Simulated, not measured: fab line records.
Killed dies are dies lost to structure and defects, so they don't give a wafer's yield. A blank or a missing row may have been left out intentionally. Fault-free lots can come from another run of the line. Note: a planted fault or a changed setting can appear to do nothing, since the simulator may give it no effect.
8D (eight disciplines) problem report, filled in by code | flow sky130 | the parts of the form that need people (team, actions taken, sign-off) are left out

## 1. THE PROBLEM
At SKY_FIELD_ISO_STRIP_16, strip-time-to-endpoint-s averages 2.99 s over 3 wafers from 2 lots, while fault-free wafers read 3.54 s, standard deviation 0.054. Measured from the usual mean, that is -10 standard deviations.
The step: strips in O2/N2.
The first sign was on wafer L157.5 at day 4 23:53, on plasma-asher-02. The record has a number at this step for 36 wafers belonging to 12 lots. The rule behind "out" and "out of limits": a value lying over 4 standard deviations away from the usual mean. All remaining wafers that have a number are taken as sound.

## 2. WHAT IT IS; WHAT IT IS NOT
question                    | is                       | is not
which readings at this step | strip-time-to-endpoint-s | drypump-motor-current-A
which lots                  | L157, L159               | L148, L150, L152, L153, L155, L156, L158, L164, L166, L167
which wafers of those lots  | L157.5, L159.4, L159.5   | L157.3, L157.6, L159.3
read on which tools         | plasma-asher-02          | plasma-asher-01, plasma-asher-04
when                        | from day 4 23:53         | up to then (20 sound wafers); but 13 sound wafers of L158, L159, L164, L166, L167 came after

## 3. WHAT RULES OUT EACH SUSPECT
Counting: if a tool at a process step up to the reading ran every lot that is out, it stays a suspect. Sound lots after the first of them don't rule it out here, since some wafers of a struck lot are sound.
- litho-track-02 at SKY_FIELD_ISO_COAT_08 (resist thk 450 nm): kept. Every lot that is out went through it, the first being L157 (day 4 15:00); the last sound lot it ran before that was L155 (day 4 07:00).
- plasma-asher-02 at SKY_FIELD_ISO_STRIP_16 (strips in O2/N2): kept. Every lot that is out went through it, the first being L157 (day 4 23:53); the last sound lot it ran before that was L150 (day 3 11:15). Its own strip-time-to-endpoint-s readings are out on those wafers.
Remaining after the count are litho-track-02 at SKY_FIELD_ISO_COAT_08 and plasma-asher-02 at SKY_FIELD_ISO_STRIP_16.

## 4. THE CAUSE (what the simulator had put in)
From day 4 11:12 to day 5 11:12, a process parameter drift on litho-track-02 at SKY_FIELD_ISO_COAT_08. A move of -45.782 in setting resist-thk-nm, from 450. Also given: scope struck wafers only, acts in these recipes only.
After counting, 2 suspects remain, this tool included.

## 5. SEQUENCE OF EFFECTS, ordered by route
Each row: a reading where the mean over the struck wafers with a number is more than 3 standard deviations away from the usual. Only readings whose record carries a usual standard deviation are examined. hours: median over the lots of the time between each lot's start at the first step of this table that gives one and its start at this step. sigmas: the change, counted in usual standard deviations.
hours | step                   | reading                  | usual      | on struck wafers | change | sigmas
0     | SKY_FIELD_ISO_STRIP_16 | oes-product-au           | 0.378 a.u. | 0.358            | -0.020 | -4.0
0     | SKY_FIELD_ISO_STRIP_16 | strip-time-to-endpoint-s | 3.54 s     | 2.99             | -0.55  | -10
Process steps it contains:
- SKY_FIELD_ISO_STRIP_16: strips in O2/N2.

## 6. HOW IT WOULD HAVE BEEN CAUGHT EARLIER
First out-of-limits reading in this record: day 4 23:53, which is 13 hours after fault onset at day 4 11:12.
Lots out: 2; of these, L159 started SKY_FIELD_ISO_COAT_08 on litho-track-02 after day 4 23:53. Had the tool been put on hold then, it would have been spared.
